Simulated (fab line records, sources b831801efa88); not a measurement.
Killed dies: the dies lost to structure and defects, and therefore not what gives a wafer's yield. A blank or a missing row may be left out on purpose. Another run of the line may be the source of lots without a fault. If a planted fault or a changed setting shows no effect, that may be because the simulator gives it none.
Which tool is to blame? | flow gf180mcu | 12 lots with 36 wafers sampled at 3 steps, on a route of 602 steps

WHAT THE GAUGES SHOWED, per wafer
GF_PASSIVATION_THK_MEAS_01. Usual: PASSIVATION_CVD_00_THK gives 1000 nm (standard deviation 12).
lot  | measured     | on            | PASSIVATION_CVD_00_THK (nm) | flag
L450 | day 28 11:51 | film-metro-04 | 981 1001 992                |
L452 | day 29 02:01 | film-metro-01 | 997 991 1016                |
L453 | day 29 10:58 | film-metro-01 | 983 970 991                 |
L454 | day 29 18:27 | film-metro-01 | 991 985 1023                |
L455 | day 29 19:03 | film-metro-03 | 999 993 1013                |
L457 | day 30 13:41 | film-metro-04 | 994 1017 1002               |
L458 | day 30 19:23 | film-metro-04 | 999 1019 1026               |
L461 | day 31 16:43 | film-metro-01 | 1002 1009 1035              |
L462 | day 31 19:03 | film-metro-03 | 1004 1000 1006              |
L464 | day 32 10:12 | film-metro-03 | 983 997 1013                |
L470 | day 33 20:36 | film-metro-03 | 985 1009 1006               |
L472 | day 34 12:25 | film-metro-01 | 990 987 1001                |

WHAT TOOL EACH LOT RAN ON (gives the tool, then ch and the chambers of the sampled wafers, and finally the start)
lot  | GF_M3_SPUTTER_04             | GF_V5_ETCH_16
L450 | pvd-sputter-02, day 20 15:34 | rie-diel-04 ch 0,1,2, day 27 13:06
L452 | pvd-sputter-02, day 21 12:07 | rie-diel-04 ch 0,3, day 28 03:32
L453 | pvd-sputter-03, day 21 22:08 | rie-diel-02 ch 0,1, day 28 12:54
L454 | pvd-sputter-03, day 22 08:37 | rie-diel-02 ch 0,2,3, day 28 20:14
L455 | pvd-sputter-01, day 22 10:38 | rie-diel-02 ch 0,1,3, day 28 21:50
L457 | pvd-sputter-02, day 23 06:59 | rie-diel-02 ch 0,1,3, day 29 16:22
L458 | pvd-sputter-02, day 23 13:56 | rie-diel-03 ch 0,1,3, day 29 22:17
L461 | pvd-sputter-02, day 24 18:38 | rie-diel-02 ch 0,1, day 30 20:23
L462 | pvd-sputter-02, day 24 21:08 | rie-diel-02 ch 0,3, day 30 23:20
L464 | pvd-sputter-02, day 25 16:40 | rie-diel-03 ch 0,2, day 31 14:56
L470 | pvd-sputter-01, day 27 10:11 | rie-diel-02 ch 0,3, day 33 02:49
L472 | pvd-sputter-03, day 28 08:40 | rie-diel-04 ch 1,2, day 33 19:30
- GF_M3_SPUTTER_04: material TiN, target thk 50 nm, time 41.7 s.
- GF_V5_ETCH_16: etches BARC in N2/H2.

WHAT THE TOOLS THEMSELVES READ (means of the sampled wafers that have a number; where no wafer has one, the mark that the record gives instead)
GF_M3_SPUTTER_04. Usual: chamber-pressure-pa 0.4001 Pa, standard deviation 0.00083; throttle-valve-pct 29.9 %, standard deviation 1.4.
lot  | tool           | chamber-pressure-pa (Pa) | throttle-valve-pct (%) | flag
L450 | pvd-sputter-02 | 0.4009                   | 30.1                   |
L452 | pvd-sputter-02 | 0.4003                   | 30.2                   |
L453 | pvd-sputter-03 | 0.4000                   | 30.6                   |
L454 | pvd-sputter-03 | 0.3995                   | 30.3                   |
L455 | pvd-sputter-01 | 0.4000                   | 30.7                   |
L457 | pvd-sputter-02 | 0.4000                   | 29.6                   |
L458 | pvd-sputter-02 | 0.3998                   | 29.2                   |
L461 | pvd-sputter-02 | 0.3999                   | 29.6                   |
L462 | pvd-sputter-02 | 0.3998                   | 30.0                   |
L464 | pvd-sputter-02 | 0.4004                   | 29.2                   |
L470 | pvd-sputter-01 | 0.4000                   | 29.2                   |
L472 | pvd-sputter-03 | 0.4005                   | 30.3                   |

GF_V5_ETCH_16. Usual: drypump-motor-current-A 5.9 A, standard deviation 0.35; oes-product-au 0.854 a.u., standard deviation 0.0049; throttle-valve-pct 13.496 %, standard deviation 0.0095.
lot  | tool        | drypump-motor-current-A (A) | oes-product-au (a.u.) | throttle-valve-pct (%) | flag
L450 | rie-diel-04 | 5.8                         | 0.851                 | 13.496                 |
L452 | rie-diel-04 | 5.6                         | 0.852                 | 13.494                 |
L453 | rie-diel-02 | 6.0                         | 0.858                 | 13.497                 |
L454 | rie-diel-02 | 6.0                         | 0.853                 | 13.485                 |
L455 | rie-diel-02 | 5.9                         | 0.852                 | 13.490                 |
L457 | rie-diel-02 | 5.8                         | 0.853                 | 13.499                 |
L458 | rie-diel-03 | 5.7                         | 0.856                 | 13.494                 |
L461 | rie-diel-02 | 5.9                         | 0.853                 | 13.493                 |
L462 | rie-diel-02 | 5.8                         | 0.853                 | 13.490                 |
L464 | rie-diel-03 | 5.9                         | 0.859                 | 13.503                 |
L470 | rie-diel-02 | 6.1                         | 0.855                 | 13.490                 |
L472 | rie-diel-04 | 6.1                         | 0.854                 | 13.499                 |

THE ANSWER, worked out from the rows above alone
Rule: a lot counts as off when the mean over its wafers that have a number is more than 3 standard deviations away from the usual mean. Also off: a lot with no number at a reading for which 4 or more lots have one. Any other lot the step has rows for is counted as sound. First the gauges in route order, then the tools' own readings, where a lot's mean is used as printed above. The first step at which some lot is off is used, and at that step the reading that is off furthest; a lot without a number counts as furthest.
Across all readings shown, no lot is off: no conclusion can be drawn from this.

WHAT HAD BEEN PUT IN BY THE SIMULATOR
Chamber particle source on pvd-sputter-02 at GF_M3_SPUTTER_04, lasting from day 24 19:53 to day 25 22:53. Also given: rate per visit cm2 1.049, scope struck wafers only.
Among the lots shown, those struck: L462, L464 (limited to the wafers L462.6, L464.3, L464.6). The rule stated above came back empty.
